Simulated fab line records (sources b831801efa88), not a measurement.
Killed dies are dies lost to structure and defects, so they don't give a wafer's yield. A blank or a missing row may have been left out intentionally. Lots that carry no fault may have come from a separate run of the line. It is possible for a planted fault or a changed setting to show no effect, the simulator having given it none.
Check for tools in common + flow sky130 + 11 lots and 33 wafers in the sample

== REASON IT WAS OPENED ==
SKY_GATE_OXIDE_THK_MEAS_02, reading GATE_OXIDE_OXIDATION_00_THK: flagged on 2 of 11 lots. Fault-free wafers read 10.27 nm, with a standard deviation of 0.19.
Rule: a lot is flagged when every wafer of it that has a number lies more than 4 standard deviations from that mean, or none has a number. As for the other lots, they are considered sound.

| lot  | measured     | on            | GATE_OXIDE_OXIDATION_00_THK (nm), wafer by wafer | flag    |
|------|--------------|---------------|--------------------------------------------------|---------|
| L196 | day 12 15:31 | film_metro-03 | 10.05 9.98 10.15                                 |         |
| L197 | day 13 02:35 | film_metro-04 | 10.25 10.14 10.33                                |         |
| L198 | day 13 11:29 | film_metro-04 | 10.13 10.39 10.15                                |         |
| L203 | day 15 05:11 | film_metro-03 | 10.20 10.21 10.25                                |         |
| L208 | day 17 01:00 | film_metro-04 | 5.56 5.52 5.40                                   | FLAGGED |
| L207 | day 17 01:02 | film_metro-02 | 5.89 5.89 5.75                                   | FLAGGED |
| L213 | day 18 13:17 | film_metro-03 | 10.44 10.27 10.42                                |         |
| L214 | day 19 05:53 | film_metro-03 | 10.48 10.54 10.39                                |         |
| L217 | day 20 11:16 | film_metro-04 | 10.18 10.34 10.33                                |         |
| L218 | day 21 05:04 | film_metro-03 | 10.37 10.33 10.32                                |         |
| L219 | day 21 05:37 | film_metro-03 | 10.06 10.09 10.29                                |         |
Average over the flagged lots: 5.67 nm; offset from the usual -4.60 nm, equal to -24 standard deviations.

== WHICH TOOL EACH LOT WENT THROUGH ==
The record holds 1 process step before the reading, out of a route of 708 steps. Every cell lists first the tool, next ch and the chambers used by the sampled wafers, and last the start.
| lot  | flag    | SKY_GATE_OXIDE_OXIDATION_01   |
|------|---------|-------------------------------|
| L196 |         | furnace-02 ch 0, day 12 14:07 |
| L197 |         | furnace-02 ch 0, day 13 01:10 |
| L198 |         | furnace-01 ch 0, day 13 10:04 |
| L203 |         | furnace-01 ch 0, day 15 03:46 |
| L208 | FLAGGED | furnace-02 ch 0, day 16 23:35 |
| L207 | FLAGGED | furnace-02 ch 0, day 16 23:35 |
| L213 |         | furnace-01 ch 0, day 18 11:52 |
| L214 |         | furnace-01 ch 0, day 19 04:28 |
| L217 |         | furnace-02 ch 0, day 20 09:51 |
| L218 |         | furnace-02 ch 0, day 21 03:39 |
| L219 |         | furnace-01 ch 0, day 21 04:11 |
What is done by these steps:
- SKY_GATE_OXIDE_OXIDATION_01: stabilise 600 s, purge 300 s, target thk 10.268 nm.
- SKY_GATE_OXIDE_THK_MEAS_02

== FLAGGED OVER TOTAL, TOOL BY TOOL (the gauges that took the reading come last) ==
| step                        | tool          | lots run | flagged | share of the flagged lots | sound lots run after its first flagged lot |
|-----------------------------|---------------|----------|---------|---------------------------|--------------------------------------------|
| SKY_GATE_OXIDE_OXIDATION_01 | furnace-01    | 5        | 0       | none                      | -                                          |
| SKY_GATE_OXIDE_OXIDATION_01 | furnace-02    | 6        | 2       | all                       | 2 (L217,L218)                              |
| SKY_GATE_OXIDE_THK_MEAS_02  | film_metro-02 | 1        | 1       | some                      | 0                                          |
| SKY_GATE_OXIDE_THK_MEAS_02  | film_metro-03 | 6        | 0       | none                      | -                                          |
| SKY_GATE_OXIDE_THK_MEAS_02  | film_metro-04 | 4        | 1       | some                      | 1 (L217)                                   |

== WHAT THE TABLE PERMITS ==
1 row of the table ran every flagged lot: furnace-02 at SKY_GATE_OXIDE_OXIDATION_01.
- furnace-02 at SKY_GATE_OXIDE_OXIDATION_01 ran 6 lots, 2 of them flagged. After the first flagged lot (L217, L218), sound lots still ran on it; a lasting fault on the whole tool would not permit that.
None of the table's rows ran every flagged lot and, after the first, no sound lot.

== WHAT HAD BEEN PUT IN BY THE SIMULATOR ==
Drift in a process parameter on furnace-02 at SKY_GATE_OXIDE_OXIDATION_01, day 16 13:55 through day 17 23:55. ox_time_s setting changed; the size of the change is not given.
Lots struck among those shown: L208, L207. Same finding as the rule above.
